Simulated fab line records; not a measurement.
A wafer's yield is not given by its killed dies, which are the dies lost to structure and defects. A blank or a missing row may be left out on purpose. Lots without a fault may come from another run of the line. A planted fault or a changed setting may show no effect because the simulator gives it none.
fab line records / flow sky130
record lots=5 wafers=15 last-day=50
route steps=708 shown DNWELL@42 PWDE@45 NWELL@56
lots with no fault: from the same line, run without faults
start-h: start of the lot's first displayed wafer, in hours after the record's first day / wait-h: hours elapsed since this lot's preceding step / " same as the row above / L1.1+2: a row that stands for several wafers / - value missing, or start not given / * or withheld: withheld / < > ~ a bound
route shown NAME@n: NAME is a module with steps in the file, n the number in the route of the first one / usual: average and standard deviation across the fault-free wafers / same: alike in all rows / chamber/n: place in a boat / sites: readings site by site / _std_site: the values' standard deviation / _edge_site: outer sites' mean less inner sites' / radius-mm: for every site, how far away it sits from the centre of the wafer / mask NAME#n: copy n / behind: tool/chamber where the wafer was last shaped / hold: why the lot went on hold/how many hours it stayed there/how the hold came to an end / device: transistor that didn't switch, given as n, p or np / end of line: tests of these same wafers at the route's end / step lacking rows: just its recipe / killed: dies that structure and defects cost at the first sort, which is not the same as the wafer's yield / map: per-die view of a wafer (x killed, . not killed, _ where there is no die)
set.NAME: the setting as run; set.NAME@STEP: as run at that earlier step / model.NAME: the simulator's own value behind a step, which no gauge read
lots at selected steps of the route; one table per step, one row per wafer
services: the hour from which a tool's chamber was out of use, counted from the record's first day as start-h (under 0 if before that day), plus the number of hours and why
## steps
# step SKY_DNWELL_IMPLANT_07
# recipe species=P energy-kev=withheld dose-cm2=withheld tilt-deg=withheld
# step SKY_DNWELL_STRIP_08
# recipe chemistry=O2/N2 power-w=1400 pressure-mtorr=1500 platen-temp-c=withheld o2-flow-sccm=3000 n2-flow-sccm=300 overash-fraction=0.5
# usual drypump-motor-current-A=5.5/0.57 o2-flow-sccm=3001/9.7 oes-product-au=0.723/0.0042 strip-time-to-endpoint-s=36.91/0.12
lot.wafer=L491.1 tool=plasma-asher-01 chamber=0 start-h=95.06 wait-h=0.1 drypump-motor-current-A=4.9 o2-flow-sccm=3000 oes-product-au=0.720 rf-hours-counter-h=42 strip-time-to-endpoint-s=37.08
lot.wafer=L491.3 tool=plasma-asher-01 chamber=0 start-h=95.06 wait-h=0.1 drypump-motor-current-A=5.0 o2-flow-sccm=2990 oes-product-au=0.730 rf-hours-counter-h=- strip-time-to-endpoint-s=37.00
lot.wafer=L491.4 tool=plasma-asher-01 chamber=1 start-h=95.06 wait-h=0.1 drypump-motor-current-A=4.8 o2-flow-sccm=3007 oes-product-au=0.728 rf-hours-counter-h=- strip-time-to-endpoint-s=37.14
lot.wafer=L494.2 tool=plasma-asher-04 chamber=0 start-h=116.85 wait-h=0.1 drypump-motor-current-A=5.6 o2-flow-sccm=2999 oes-product-au=0.720 rf-hours-counter-h=31 strip-time-to-endpoint-s=36.83
lot.wafer=L494.3 tool=plasma-asher-04 chamber=0 start-h=116.85 wait-h=0.1 drypump-motor-current-A=5.6 o2-flow-sccm=2989 oes-product-au=0.724 rf-hours-counter-h=- strip-time-to-endpoint-s=36.75
lot.wafer=L494.5 tool=plasma-asher-04 chamber=0 start-h=116.85 wait-h=0.1 drypump-motor-current-A=5.7 o2-flow-sccm=3007 oes-product-au=0.725 rf-hours-counter-h=- strip-time-to-endpoint-s=36.91
lot.wafer=L502.1 tool=plasma-asher-03 chamber=0 start-h=159.55 wait-h=0.1 drypump-motor-current-A=5.4 o2-flow-sccm=2998 oes-product-au=0.720 rf-hours-counter-h=48 strip-time-to-endpoint-s=36.72
lot.wafer=L502.3 tool=plasma-asher-03 chamber=0 start-h=159.55 wait-h=0.1 drypump-motor-current-A=5.4 o2-flow-sccm=3006 oes-product-au=0.728 rf-hours-counter-h=- strip-time-to-endpoint-s=36.67
lot.wafer=L502.4 tool=plasma-asher-03 chamber=1 start-h=159.55 wait-h=0.1 drypump-motor-current-A=6.4 o2-flow-sccm=3002 oes-product-au=0.723 rf-hours-counter-h=- strip-time-to-endpoint-s=36.60
lot.wafer=L503.1 tool=plasma-asher-03 chamber=0 start-h=165.01 wait-h=0.1 drypump-motor-current-A=5.4 o2-flow-sccm=3002 oes-product-au=0.727 rf-hours-counter-h=48 strip-time-to-endpoint-s=36.90
lot.wafer=L503.5 tool=plasma-asher-03 chamber=1 start-h=165.01 wait-h=0.1 drypump-motor-current-A=6.3 o2-flow-sccm=3010 oes-product-au=0.727 rf-hours-counter-h=- strip-time-to-endpoint-s=36.96
lot.wafer=L503.6 tool=plasma-asher-03 chamber=0 start-h=165.01 wait-h=0.1 drypump-motor-current-A=5.4 o2-flow-sccm=3015 oes-product-au=0.725 rf-hours-counter-h=- strip-time-to-endpoint-s=36.93
lot.wafer=L506.3 tool=plasma-asher-03 chamber=0 start-h=178.15 wait-h=0.1 drypump-motor-current-A=5.4 o2-flow-sccm=3009 oes-product-au=0.719 rf-hours-counter-h=- strip-time-to-endpoint-s=36.92
lot.wafer=L506.4 tool=plasma-asher-03 chamber=1 start-h=178.15 wait-h=0.1 drypump-motor-current-A=6.4 o2-flow-sccm=3006 oes-product-au=0.723 rf-hours-counter-h=- strip-time-to-endpoint-s=36.87
lot.wafer=L506.6 tool=plasma-asher-03 chamber=1 start-h=178.15 wait-h=0.1 drypump-motor-current-A=6.4 o2-flow-sccm=3009 oes-product-au=0.717 rf-hours-counter-h=- strip-time-to-endpoint-s=36.80
# step SKY_DNWELL_TW_MEAS_09
# usual DNWELL_TW=1119/9.4
lot.wafer=L491.1 tool=film-metro-04 chamber=- start-h=95.16 wait-h=0.1 DNWELL_TW=1108
lot.wafer=L491.3 tool=film-metro-04 chamber=- start-h=95.16 wait-h=0.1 DNWELL_TW=1104
lot.wafer=L491.4 tool=film-metro-04 chamber=- start-h=95.16 wait-h=0.1 DNWELL_TW=1110
lot.wafer=L494.2 tool=film-metro-01 chamber=- start-h=116.96 wait-h=0.1 DNWELL_TW=1127
lot.wafer=L494.3 tool=film-metro-01 chamber=- start-h=116.96 wait-h=0.1 DNWELL_TW=1118
lot.wafer=L494.5 tool=film-metro-01 chamber=- start-h=116.96 wait-h=0.1 DNWELL_TW=1124
lot.wafer=L502.1 tool=film-metro-01 chamber=- start-h=159.65 wait-h=0.1 DNWELL_TW=1132
lot.wafer=L502.3 tool=film-metro-01 chamber=- start-h=159.65 wait-h=0.1 DNWELL_TW=1127
lot.wafer=L502.4 tool=film-metro-01 chamber=- start-h=159.65 wait-h=0.1 DNWELL_TW=1130
lot.wafer=L503.1 tool=film-metro-04 chamber=- start-h=165.11 wait-h=0.1 DNWELL_TW=1099
lot.wafer=L503.5 tool=film-metro-04 chamber=- start-h=165.11 wait-h=0.1 DNWELL_TW=1101
lot.wafer=L503.6 tool=film-metro-04 chamber=- start-h=165.11 wait-h=0.1 DNWELL_TW=1098
lot.wafer=L506.3 tool=film-metro-04 chamber=- start-h=178.23 wait-h=0.1 DNWELL_TW=1096
lot.wafer=L506.4 tool=film-metro-04 chamber=- start-h=178.23 wait-h=0.1 DNWELL_TW=1102
lot.wafer=L506.6 tool=film-metro-04 chamber=- start-h=178.23 wait-h=0.1 DNWELL_TW=1100
# step SKY_PWDE_DEHYDRATE_00
# recipe temp-c=200 time-s=60
# step SKY_PWDE_HMDS_01
# recipe prime-time-s=60 prime-temp-c=120
# step SKY_PWDE_COAT_02
# recipe spin-rpm=2000 resist-thk-nm=3000
# step SKY_PWDE_SOFTBAKE_03
# recipe temp-c=110 time-s=withheld
# step SKY_PWDE_EXPOSE_04
# recipe mask-id=PWDEM na=0.6 source-shape=conventional sigma-outer=0.6 polarization=unpolarized target-cd-nm=840 dose-mj=214
# step SKY_PWDE_PEB_05
# recipe temp-c=115 time-s=withheld
# step SKY_PWDE_DEVELOP_06
# recipe wall-angle-deg=90 developer=TMAH develop-time-s=60 dev-temp-c=23
# step SKY_PWDE_OVL_MEAS_07
# usual PWDE_OVL=-1.3/1.3
lot.wafer=L491.1 tool=overlay-01 chamber=- start-h=112.38 wait-h=- PWDE_OVL[nm]=-1.6
lot.wafer=L491.3 tool=overlay-01 chamber=- start-h=112.38 wait-h=- PWDE_OVL[nm]=-1.5
lot.wafer=L491.4 tool=overlay-01 chamber=- start-h=112.38 wait-h=- PWDE_OVL[nm]=-1.6
lot.wafer=L494.2 tool=overlay-02 chamber=- start-h=135.42 wait-h=- PWDE_OVL[nm]=-2.6
lot.wafer=L494.3 tool=overlay-02 chamber=- start-h=135.42 wait-h=- PWDE_OVL[nm]=-2.9
lot.wafer=L494.5 tool=overlay-02 chamber=- start-h=135.42 wait-h=- PWDE_OVL[nm]=-1.8
lot.wafer=L502.1 tool=overlay-02 chamber=- start-h=180.75 wait-h=- PWDE_OVL[nm]=-0.6
lot.wafer=L502.3 tool=overlay-02 chamber=- start-h=180.75 wait-h=- PWDE_OVL[nm]=-1.0
lot.wafer=L502.4 tool=overlay-02 chamber=- start-h=180.75 wait-h=- PWDE_OVL[nm]=-0.5
lot.wafer=L503.1 tool=overlay-02 chamber=- start-h=185.88 wait-h=- PWDE_OVL[nm]=-1.6
lot.wafer=L503.5 tool=overlay-02 chamber=- start-h=185.88 wait-h=- PWDE_OVL[nm]=0.5
lot.wafer=L503.6 tool=overlay-02 chamber=- start-h=185.88 wait-h=- PWDE_OVL[nm]=-2.3
lot.wafer=L506.3 tool=overlay-02 chamber=- start-h=198.87 wait-h=- PWDE_OVL[nm]=-1.2
lot.wafer=L506.4 tool=overlay-02 chamber=- start-h=198.87 wait-h=- PWDE_OVL[nm]=-0.1
lot.wafer=L506.6 tool=overlay-02 chamber=- start-h=198.87 wait-h=- PWDE_OVL[nm]=-1.7
# step SKY_PWDE_IMPLANT_08
# recipe species=B energy-kev=150 dose-cm2=3.6e+12 tilt-deg=withheld
# step SKY_PWDE_STRIP_09
# recipe chemistry=O2/N2 power-w=1400 pressure-mtorr=1500 platen-temp-c=withheld o2-flow-sccm=3000 n2-flow-sccm=300 overash-fraction=0.5
# usual drypump-motor-current-A=5.9/0.41 o2-flow-sccm=3000/7.8 oes-product-au=0.722/0.0044 strip-time-to-endpoint-s=36.91/0.079
lot.wafer=L491.1 tool=plasma-asher-03 chamber=0 start-h=112.57 wait-h=0.1 drypump-motor-current-A=5.4 o2-flow-sccm=2999 oes-product-au=0.728 rf-hours-counter-h=43 strip-time-to-endpoint-s=36.87 model.coat_of_PWDE_COAT_02.thk-nm=0
lot.wafer=L491.3 tool=plasma-asher-03 chamber=1 start-h=112.57 wait-h=0.1 drypump-motor-current-A=6.4 o2-flow-sccm=2995 oes-product-au=0.723 rf-hours-counter-h=- strip-time-to-endpoint-s=36.88 model.coat_of_PWDE_COAT_02.thk-nm=0
lot.wafer=L491.4 tool=plasma-asher-03 chamber=0 start-h=112.57 wait-h=0.1 drypump-motor-current-A=5.4 o2-flow-sccm=3003 oes-product-au=0.726 rf-hours-counter-h=- strip-time-to-endpoint-s=36.82 model.coat_of_PWDE_COAT_02.thk-nm=0
lot.wafer=L494.2 tool=plasma-asher-03 chamber=1 start-h=135.60 wait-h=0.1 drypump-motor-current-A=6.4 o2-flow-sccm=3005 oes-product-au=0.962 rf-hours-counter-h=46 strip-time-to-endpoint-s=- model.coat_of_PWDE_COAT_02.thk-nm=876.5
lot.wafer=L494.3 tool=plasma-asher-03 chamber=0 start-h=135.60 wait-h=0.1 drypump-motor-current-A=5.4 o2-flow-sccm=3005 oes-product-au=0.956 rf-hours-counter-h=- strip-time-to-endpoint-s=- model.coat_of_PWDE_COAT_02.thk-nm=877.6
lot.wafer=L494.5 tool=plasma-asher-03 chamber=1 start-h=135.60 wait-h=0.1 drypump-motor-current-A=6.4 o2-flow-sccm=3007 oes-product-au=0.951 rf-hours-counter-h=- strip-time-to-endpoint-s=- model.coat_of_PWDE_COAT_02.thk-nm=876.3
lot.wafer=L502.1 tool=plasma-asher-02 chamber=0 start-h=180.94 wait-h=0.1 drypump-motor-current-A=6.5 o2-flow-sccm=3002 oes-product-au=0.714 rf-hours-counter-h=47 strip-time-to-endpoint-s=36.81 model.coat_of_PWDE_COAT_02.thk-nm=0
lot.wafer=L502.3 tool=plasma-asher-02 chamber=0 start-h=180.94 wait-h=0.1 drypump-motor-current-A=6.5 o2-flow-sccm=3007 oes-product-au=0.720 rf-hours-counter-h=- strip-time-to-endpoint-s=36.90 model.coat_of_PWDE_COAT_02.thk-nm=0
lot.wafer=L502.4 tool=plasma-asher-02 chamber=1 start-h=180.94 wait-h=0.1 drypump-motor-current-A=5.8 o2-flow-sccm=3006 oes-product-au=0.720 rf-hours-counter-h=- strip-time-to-endpoint-s=36.96 model.coat_of_PWDE_COAT_02.thk-nm=0
lot.wafer=L503.1 tool=plasma-asher-03 chamber=1 start-h=186.07 wait-h=0.1 drypump-motor-current-A=6.3 o2-flow-sccm=3013 oes-product-au=0.726 rf-hours-counter-h=50 strip-time-to-endpoint-s=37.02 model.coat_of_PWDE_COAT_02.thk-nm=0
lot.wafer=L503.5 tool=plasma-asher-03 chamber=0 start-h=186.07 wait-h=0.1 drypump-motor-current-A=5.4 o2-flow-sccm=3003 oes-product-au=0.726 rf-hours-counter-h=- strip-time-to-endpoint-s=36.96 model.coat_of_PWDE_COAT_02.thk-nm=0
lot.wafer=L503.6 tool=plasma-asher-03 chamber=1 start-h=186.07 wait-h=0.1 drypump-motor-current-A=6.3 o2-flow-sccm=3012 oes-product-au=0.716 rf-hours-counter-h=- strip-time-to-endpoint-s=37.10 model.coat_of_PWDE_COAT_02.thk-nm=0
lot.wafer=L506.3 tool=plasma-asher-02 chamber=0 start-h=199.08 wait-h=0.1 drypump-motor-current-A=6.5 o2-flow-sccm=2998 oes-product-au=0.723 rf-hours-counter-h=- strip-time-to-endpoint-s=36.90 model.coat_of_PWDE_COAT_02.thk-nm=0
lot.wafer=L506.4 tool=plasma-asher-02 chamber=1 start-h=199.08 wait-h=0.1 drypump-motor-current-A=5.7 o2-flow-sccm=3001 oes-product-au=0.723 rf-hours-counter-h=- strip-time-to-endpoint-s=37.00 model.coat_of_PWDE_COAT_02.thk-nm=0
lot.wafer=L506.6 tool=plasma-asher-02 chamber=1 start-h=199.08 wait-h=0.1 drypump-motor-current-A=5.7 o2-flow-sccm=3007 oes-product-au=0.716 rf-hours-counter-h=- strip-time-to-endpoint-s=36.93 model.coat_of_PWDE_COAT_02.thk-nm=0
# step SKY_PWDE_TW_MEAS_10
# usual PWDE_TW=376/3.4
lot.wafer=L491.1 tool=film-metro-04 chamber=- start-h=112.67 wait-h=0.1 PWDE_TW=373
lot.wafer=L491.3 tool=film-metro-04 chamber=- start-h=112.67 wait-h=0.1 PWDE_TW=373
lot.wafer=L491.4 tool=film-metro-04 chamber=- start-h=112.67 wait-h=0.1 PWDE_TW=374
lot.wafer=L494.2 tool=film-metro-04 chamber=- start-h=135.71 wait-h=0.1 PWDE_TW=373
lot.wafer=L494.3 tool=film-metro-04 chamber=- start-h=135.71 wait-h=0.1 PWDE_TW=374
lot.wafer=L494.5 tool=film-metro-04 chamber=- start-h=135.71 wait-h=0.1 PWDE_TW=373
lot.wafer=L502.1 tool=film-metro-03 chamber=- start-h=181.04 wait-h=0.1 PWDE_TW=378
lot.wafer=L502.3 tool=film-metro-03 chamber=- start-h=181.04 wait-h=0.1 PWDE_TW=377
lot.wafer=L502.4 tool=film-metro-03 chamber=- start-h=181.04 wait-h=0.1 PWDE_TW=379
lot.wafer=L503.1 tool=film-metro-03 chamber=- start-h=186.17 wait-h=0.1 PWDE_TW=378
lot.wafer=L503.5 tool=film-metro-03 chamber=- start-h=186.17 wait-h=0.1 PWDE_TW=379
lot.wafer=L503.6 tool=film-metro-03 chamber=- start-h=186.17 wait-h=0.1 PWDE_TW=379
lot.wafer=L506.3 tool=film-metro-04 chamber=- start-h=199.17 wait-h=0.1 PWDE_TW=370
lot.wafer=L506.4 tool=film-metro-04 chamber=- start-h=199.17 wait-h=0.1 PWDE_TW=372
lot.wafer=L506.6 tool=film-metro-04 chamber=- start-h=199.17 wait-h=0.1 PWDE_TW=372
# step SKY_NWELL_DEHYDRATE_03
# recipe temp-c=200 time-s=60
# step SKY_NWELL_HMDS_04
# recipe prime-time-s=60 prime-temp-c=120
# step SKY_NWELL_COAT_05
# recipe spin-rpm=2000 resist-thk-nm=3000
# step SKY_NWELL_SOFTBAKE_06
# recipe temp-c=110 time-s=withheld
# step SKY_NWELL_EXPOSE_07
# recipe mask-id=NWM na=0.6 source-shape=conventional sigma-outer=0.6 polarization=unpolarized target-cd-nm=840 dose-mj=255
# step SKY_NWELL_PEB_08
# recipe temp-c=115 time-s=withheld
# step SKY_NWELL_DEVELOP_09
# recipe wall-angle-deg=90 developer=TMAH develop-time-s=60 dev-temp-c=23
# step SKY_NWELL_OVL_MEAS_10
# usual NWELL_00_OVL=0.5/1.3
lot.wafer=L491.1 tool=overlay-02 chamber=- start-h=131.95 wait-h=- NWELL_00_OVL[nm]=0.0
lot.wafer=L491.3 tool=overlay-02 chamber=- start-h=131.95 wait-h=- NWELL_00_OVL[nm]=-0.6
lot.wafer=L491.4 tool=overlay-02 chamber=- start-h=131.95 wait-h=- NWELL_00_OVL[nm]=3.1
lot.wafer=L494.2 tool=overlay-02 chamber=- start-h=154.34 wait-h=- NWELL_00_OVL[nm]=1.1
lot.wafer=L494.3 tool=overlay-02 chamber=- start-h=154.34 wait-h=- NWELL_00_OVL[nm]=0.1
lot.wafer=L494.5 tool=overlay-02 chamber=- start-h=154.34 wait-h=- NWELL_00_OVL[nm]=0.3
lot.wafer=L502.1 tool=overlay-01 chamber=- start-h=202.55 wait-h=- NWELL_00_OVL[nm]=1.5
lot.wafer=L502.3 tool=overlay-01 chamber=- start-h=202.55 wait-h=- NWELL_00_OVL[nm]=3.6
lot.wafer=L502.4 tool=overlay-01 chamber=- start-h=202.55 wait-h=- NWELL_00_OVL[nm]=2.9
lot.wafer=L503.1 tool=overlay-01 chamber=- start-h=207.60 wait-h=- NWELL_00_OVL[nm]=-0.1
lot.wafer=L503.5 tool=overlay-01 chamber=- start-h=207.60 wait-h=- NWELL_00_OVL[nm]=0.9
lot.wafer=L503.6 tool=overlay-01 chamber=- start-h=207.60 wait-h=- NWELL_00_OVL[nm]=0.2
lot.wafer=L506.3 tool=overlay-01 chamber=- start-h=220.71 wait-h=- NWELL_00_OVL[nm]=0.3
lot.wafer=L506.4 tool=overlay-01 chamber=- start-h=220.71 wait-h=- NWELL_00_OVL[nm]=-0.9
lot.wafer=L506.6 tool=overlay-01 chamber=- start-h=220.71 wait-h=- NWELL_00_OVL[nm]=-1.3
# step SKY_NWELL_IMPLANT_11
# recipe species=P energy-kev=400 dose-cm2=1.9e+13 tilt-deg=withheld
# step SKY_NWELL_IMPLANT_12
# recipe species=P energy-kev=120 dose-cm2=1.3e+12 tilt-deg=withheld
# step SKY_NWELL_IMPLANT_13
# recipe species=P energy-kev=50 dose-cm2=7e+11 tilt-deg=withheld
# step SKY_NWELL_STRIP_14
# recipe chemistry=O2/N2 power-w=1400 pressure-mtorr=1500 platen-temp-c=withheld o2-flow-sccm=3000 n2-flow-sccm=300 overash-fraction=0.5
# usual drypump-motor-current-A=5.6/0.62 o2-flow-sccm=3000/9.9 oes-product-au=0.723/0.0048 strip-time-to-endpoint-s=36.94/0.095
lot.wafer=L491.1 tool=plasma-asher-01 chamber=1 start-h=132.43 wait-h=0.1 drypump-motor-current-A=4.8 o2-flow-sccm=2992 oes-product-au=0.717 rf-hours-counter-h=1 strip-time-to-endpoint-s=36.92
lot.wafer=L491.3 tool=plasma-asher-01 chamber=1 start-h=132.43 wait-h=0.1 drypump-motor-current-A=4.8 o2-flow-sccm=3002 oes-product-au=0.726 rf-hours-counter-h=- strip-time-to-endpoint-s=36.95
lot.wafer=L491.4 tool=plasma-asher-01 chamber=0 start-h=132.43 wait-h=0.1 drypump-motor-current-A=5.0 o2-flow-sccm=2990 oes-product-au=0.716 rf-hours-counter-h=- strip-time-to-endpoint-s=37.02
lot.wafer=L494.2 tool=plasma-asher-04 chamber=0 start-h=154.82 wait-h=0.1 drypump-motor-current-A=5.6 o2-flow-sccm=3004 oes-product-au=0.724 rf-hours-counter-h=35 strip-time-to-endpoint-s=49.74
lot.wafer=L494.3 tool=plasma-asher-04 chamber=0 start-h=154.82 wait-h=0.1 drypump-motor-current-A=5.7 o2-flow-sccm=3010 oes-product-au=0.728 rf-hours-counter-h=- strip-time-to-endpoint-s=49.79
lot.wafer=L494.5 tool=plasma-asher-04 chamber=0 start-h=154.82 wait-h=0.1 drypump-motor-current-A=5.6 o2-flow-sccm=3002 oes-product-au=0.723 rf-hours-counter-h=- strip-time-to-endpoint-s=49.75
lot.wafer=L502.1 tool=plasma-asher-02 chamber=0 start-h=203.03 wait-h=0.1 drypump-motor-current-A=6.5 o2-flow-sccm=3011 oes-product-au=0.723 rf-hours-counter-h=49 strip-time-to-endpoint-s=37.19
lot.wafer=L502.3 tool=plasma-asher-02 chamber=1 start-h=203.03 wait-h=0.1 drypump-motor-current-A=5.7 o2-flow-sccm=3010 oes-product-au=0.730 rf-hours-counter-h=- strip-time-to-endpoint-s=37.00
lot.wafer=L502.4 tool=plasma-asher-02 chamber=0 start-h=203.03 wait-h=0.1 drypump-motor-current-A=6.5 o2-flow-sccm=3001 oes-product-au=0.726 rf-hours-counter-h=- strip-time-to-endpoint-s=37.08
lot.wafer=L503.1 tool=plasma-asher-04 chamber=0 start-h=208.09 wait-h=0.1 drypump-motor-current-A=5.6 o2-flow-sccm=2999 oes-product-au=0.723 rf-hours-counter-h=41 strip-time-to-endpoint-s=36.82
lot.wafer=L503.5 tool=plasma-asher-04 chamber=0 start-h=208.09 wait-h=0.1 drypump-motor-current-A=5.6 o2-flow-sccm=2978 oes-product-au=0.717 rf-hours-counter-h=- strip-time-to-endpoint-s=36.82
lot.wafer=L503.6 tool=plasma-asher-04 chamber=1 start-h=208.09 wait-h=0.1 drypump-motor-current-A=6.0 o2-flow-sccm=3004 oes-product-au=0.722 rf-hours-counter-h=- strip-time-to-endpoint-s=36.83
lot.wafer=L506.3 tool=plasma-asher-02 chamber=0 start-h=221.21 wait-h=0.1 drypump-motor-current-A=6.6 o2-flow-sccm=3005 oes-product-au=0.724 rf-hours-counter-h=- strip-time-to-endpoint-s=36.95
lot.wafer=L506.4 tool=plasma-asher-02 chamber=1 start-h=221.21 wait-h=0.1 drypump-motor-current-A=5.8 o2-flow-sccm=3015 oes-product-au=0.719 rf-hours-counter-h=- strip-time-to-endpoint-s=37.02
lot.wafer=L506.6 tool=plasma-asher-02 chamber=1 start-h=221.21 wait-h=0.1 drypump-motor-current-A=5.7 o2-flow-sccm=2992 oes-product-au=0.727 rf-hours-counter-h=- strip-time-to-endpoint-s=36.95
# step SKY_NWELL_TW_MEAS_15
# usual NWELL_TW=1820/19
lot.wafer=L491.1 tool=film-metro-04 chamber=- start-h=132.53 wait-h=0.1 NWELL_TW=1810
lot.wafer=L491.3 tool=film-metro-04 chamber=- start-h=132.53 wait-h=0.1 NWELL_TW=1810
lot.wafer=L491.4 tool=film-metro-04 chamber=- start-h=132.53 wait-h=0.1 NWELL_TW=1807
lot.wafer=L494.2 tool=film-metro-01 chamber=- start-h=154.93 wait-h=0.1 NWELL_TW=909
lot.wafer=L494.3 tool=film-metro-01 chamber=- start-h=154.93 wait-h=0.1 NWELL_TW=897
lot.wafer=L494.5 tool=film-metro-01 chamber=- start-h=154.93 wait-h=0.1 NWELL_TW=911
lot.wafer=L502.1 tool=film-metro-01 chamber=- start-h=203.13 wait-h=0.1 NWELL_TW=1829
lot.wafer=L502.3 tool=film-metro-01 chamber=- start-h=203.13 wait-h=0.1 NWELL_TW=1834
lot.wafer=L502.4 tool=film-metro-01 chamber=- start-h=203.13 wait-h=0.1 NWELL_TW=1823
lot.wafer=L503.1 tool=film-metro-03 chamber=- start-h=208.19 wait-h=0.1 NWELL_TW=1838
lot.wafer=L503.5 tool=film-metro-03 chamber=- start-h=208.19 wait-h=0.1 NWELL_TW=1836
lot.wafer=L503.6 tool=film-metro-03 chamber=- start-h=208.19 wait-h=0.1 NWELL_TW=1840
lot.wafer=L506.3 tool=film-metro-04 chamber=- start-h=221.30 wait-h=0.1 NWELL_TW=1803
lot.wafer=L506.4 tool=film-metro-04 chamber=- start-h=221.30 wait-h=0.1 NWELL_TW=1805
lot.wafer=L506.6 tool=film-metro-04 chamber=- start-h=221.30 wait-h=0.1 NWELL_TW=1795
# step SKY_NWELL_DEHYDRATE_16
# recipe temp-c=200 time-s=60
## services
tool=plasma-asher-01 chamber=- start-h=108.75 hours=9.0 kind=pm
tool=plasma-asher-01 chamber=0 start-h=108.75 hours=9.0 kind=vent-cycle
tool=plasma-asher-01 chamber=1 start-h=108.75 hours=9.0 kind=vent-cycle
tool=plasma-asher-01 chamber=0 start-h=117.75 hours=- kind=clean
tool=plasma-asher-01 chamber=1 start-h=117.75 hours=- kind=clean
tool=plasma-asher-03 chamber=- start-h=174.84 hours=2.8 kind=pm
tool=plasma-asher-04 chamber=- start-h=187.54 hours=1.2 kind=repair
tool=plasma-asher-04 chamber=- start-h=192.15 hours=0.5 kind=repair
tool=plasma-asher-03 chamber=- start-h=196.30 hours=2.4 kind=repair
tool=plasma-asher-03 chamber=- start-h=216.34 hours=0.4 kind=repair
## key
first-sign step=SKY_PWDE_STRIP_09 reading=oes-product-au direction=up sigmas=53 usual=0.722 struck=0.956
effect step=SKY_NWELL_STRIP_14 reading=strip-time-to-endpoint-s direction=up sigmas=99+ usual=* struck=*
effect step=SKY_NWELL_TW_MEAS_15 reading=NWELL_TW direction=down sigmas=47 usual=1820 struck=906
model-effect step=SKY_PWDE_STRIP_09 value=coat_of_PWDE_COAT_02.thk-nm without=0 struck=876.8
met-at SKY_PWDE_STRIP_09
struck-wafers L494.2,L494.3,L494.5
sort-left-out L494.2,L494.3,L494.5
tester-left-out L494
onset-between 112.57 135.60
fault kind=strip-aborted tool=plasma-asher-03 chamber=- onset-h=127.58 steps=SKY_PWDE_STRIP_09 offset=0.56858 end-h=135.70
# tester-left-out: of these lots the tester's yield and bins aren't shown, on N5 and GAA mostly nor the transistor test; their killed dies are dies lost to structure and defects alone, not to doping, threshold or leakage, so they don't give the yield
# sort-left-out: the simulated sort isn't trusted on such a fault, so these wafers' sort isn't shown, and their yield isn't known
